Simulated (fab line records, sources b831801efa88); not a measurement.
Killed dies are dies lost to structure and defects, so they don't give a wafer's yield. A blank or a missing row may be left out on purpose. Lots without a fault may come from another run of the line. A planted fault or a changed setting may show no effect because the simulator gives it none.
Problem report in the 8D (eight disciplines) form, filled by code | flow gf180mcu | the parts of the form that need people (team, actions taken, sign-off) are left out

1. THE PROBLEM
overpolish_run_s at GF_V3_CMP_26 reads a mean of 0.040 s on 2 wafers of 2 lots; wafers without a fault read 15.002 s with a standard deviation of 0.0088. That is -99 or more standard deviations from the usual mean.
The step: polishes, stops on SiO2, t overpolish 15 s, target thk 0 nm.
First seen on wafer L573.2, day 23 03:04, on cmp-01. The record holds 40 wafers of 14 lots with a number at this step. Rule for "out", or "out of limits": more than 4 standard deviations from the usual mean. The other wafers with a number count as sound.

2. WHAT IT IS AND WHAT IT IS NOT
question                    | is                                   | is not
which readings at this step | overpolish_run_s, time_to_endpoint_s | head_pressure_psi, motor_current_A
which lots                  | L573, L577                           | L571, L580, L582, L584, L585, L587, L588, L589, L590, L591, L593, L594
which wafers of those lots  | L573.2, L577.1                       | L573.5, L573.6
read on which tools         | cmp-01                               | cmp-02
when                        | from day 23 03:04                    | up to then (5 sound wafers); but 33 sound wafers of L580, L582, L584, L585, L587, L588, L589, L590, L591, L593, L594 came after

3. SUSPECTS, AND WHAT RULES EACH OUT
Counting: a tool at a process step up to the reading stays a suspect if it ran every lot that is out. Sound lots after the first of them don't rule it out here, since some wafers of a struck lot are sound.
- cmp-01 at GF_V3_CMP_26 (polishes, stops on SiO2, t overpolish 15 s, target thk 0 nm): kept. It ran every lot that is out, first L573 (day 23 03:04); its last sound lot up to then is L571 (day 22 10:22). Its own readings are out on those wafers: overpolish_run_s, time_to_endpoint_s.
- Within cmp-01 at GF_V3_CMP_26: the wafers that are out ran in chamber 1; their sound lot-mates ran in chambers 0, 3.
Left after counting: cmp-01 at GF_V3_CMP_26.

4. THE CAUSE (what the simulator had put in)
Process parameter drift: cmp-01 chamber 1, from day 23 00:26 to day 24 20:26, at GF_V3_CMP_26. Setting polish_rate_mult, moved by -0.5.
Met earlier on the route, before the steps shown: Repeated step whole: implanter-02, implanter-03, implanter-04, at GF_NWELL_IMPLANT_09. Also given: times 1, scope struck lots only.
Counting left only this tool.

5. THE CHAIN OF EFFECTS, in route order
Each row: a reading whose mean over the struck wafers that have a number lies more than 3 standard deviations from the usual. Only readings for which the record gives a usual standard deviation are gone through. hours: the time from each lot's start at the first step in this table that gives one to its start at this step, as a median over the lots. sigmas: the change in usual standard deviations.
hours | step                    | reading            | usual    | on struck wafers | change  | sigmas
0     | GF_V3_CMP_26            | overpolish_run_s   | 15.002 s | 0.040            | -14.962 | -99 or more
0     | GF_V3_CMP_26            | time_to_endpoint_s | 83 s     | 131              | +48     | +14
152   | GF_PASSIVATION_PROBE_99 | killed_at_M0_to_M3 | 20       | 464              | +444    | +99 or more
152   | GF_PASSIVATION_PROBE_99 | killed_dies        | 47       | 492              | +445    | +65
152   | GF_PASSIVATION_PROBE_99 | killed_on_rim      | 9.3      | 96.0             | +86.7   | +31
The process steps in it:
- GF_V3_CMP_26: polishes, stops on SiO2, t overpolish 15 s, target thk 0 nm.
- GF_PASSIVATION_PROBE_99

6. WHAT WOULD HAVE CAUGHT IT SOONER
In this record the first reading out of limits was taken at day 23 03:04, 3 hours after the fault began at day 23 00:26.
